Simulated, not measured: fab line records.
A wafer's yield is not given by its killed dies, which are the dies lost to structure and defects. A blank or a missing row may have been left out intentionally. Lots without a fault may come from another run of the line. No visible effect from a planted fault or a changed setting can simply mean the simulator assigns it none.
Problem report in the 8D (eight disciplines) form, filled by code -- flow gf180mcu -- the parts of the form that need people (team, actions taken, sign-off) are left out

== 1. WHAT IS WRONG ==
NSD_RS at GF_PSD_RS_MEAS_14 reads a mean of 47.03 ohm/sq on 6 wafers of 2 lots; wafers without a fault read 46.11 ohm/sq with a standard deviation of 0.081. Relative to the usual mean, that is a shift of +11 standard deviations.
The step: measures by four-point-probe.
The first sign was on wafer L189.2 at day 18 00:37, on film metro-04. The record holds 33 wafers of 11 lots with a number at this step. By rule, "out" or "out of limits" means more than 4 standard deviations away from the usual mean. All remaining wafers that have a number are taken as sound.

== 2. WHAT THIS IS AND IS NOT ==
question,is,is not
which readings at this step,NSD_RS,-
which lots,"L189, L192","L180, L181, L183, L185, L186, L197, L199, L201, L202"
which wafers of those lots,all that have a number,-
read on which gauges,"film metro-01, film metro-04",film metro-03
when,from day 18 00:37,"up to then (15 sound wafers); but 12 sound wafers of L197, L199, L201, L202 came after"

== 3. SUSPECTS, AND WHAT RULES EACH OUT ==
Counting: any tool at a process step up to the reading is kept as a suspect provided that every lot that is out went through it and no sound lot did after the first of them.
- the gauge at GF_PSD_RS_MEAS_14 is ruled out. The wafers that are out were read on 2 gauges (film metro-01, film metro-04).
- implanter-02 at GF_NSD_IMPLANT_09: ruled out as a lasting fault. After its first lot that is out, L189 (day 17 00:26), sound lots L202 ran on it.
- plasma asher-04 at GF_NSD_STRIP_11 (strips in O2/N2): ruled out as a lasting fault. After its first lot that is out, L189 (day 17 00:43), sound lots L202 ran on it.
Left after counting: nothing in the record.

== 4. THE CAUSE (what the simulator had put in) ==
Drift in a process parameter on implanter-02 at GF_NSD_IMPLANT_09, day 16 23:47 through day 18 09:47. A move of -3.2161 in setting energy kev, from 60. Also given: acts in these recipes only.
The count ruled it out by mistake, since the rule takes a fault to strike every lot its tool runs from the start of the fault on, and this one did not do so.

== 5. THE EFFECT CHAIN, in route order ==
One row per reading whose mean, taken over the struck wafers that have a number, lies over 3 standard deviations from the usual. Scope: only readings with a usual standard deviation given in the record; hours: median across lots of the time from each lot's start at the first step in this table that gives one to its start at this step; sigmas: change in usual standard deviations.
hours,step,reading,usual,on struck wafers,change,sigmas
0,GF_NSD_IMPLANT_09,beam energy keV,60.003,56.788,-3.215,-99 or more
0,GF_NSD_STRIP_11,strip time to endpoint s,22.95 s,22.52,-0.43,-12
25,GF_PSD_RS_MEAS_14,NSD_RS,46.11 ohm/sq,47.03,+0.92,+11
It contains these process steps:
- GF_NSD_IMPLANT_09
- GF_NSD_STRIP_11: strips in O2/N2.

== 6. HOW IT WOULD HAVE BEEN CAUGHT EARLIER ==
Counted from the fault's start at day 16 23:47, it took 25 hours until the first out-of-limits reading at a measuring or inspecting step in this record, taken at day 18 00:37.
Tool's own readings at GF_NSD_IMPLANT_09, beam energy keV: out on all struck wafers the step has rows for; an alarm limit on them would have tripped on the first.
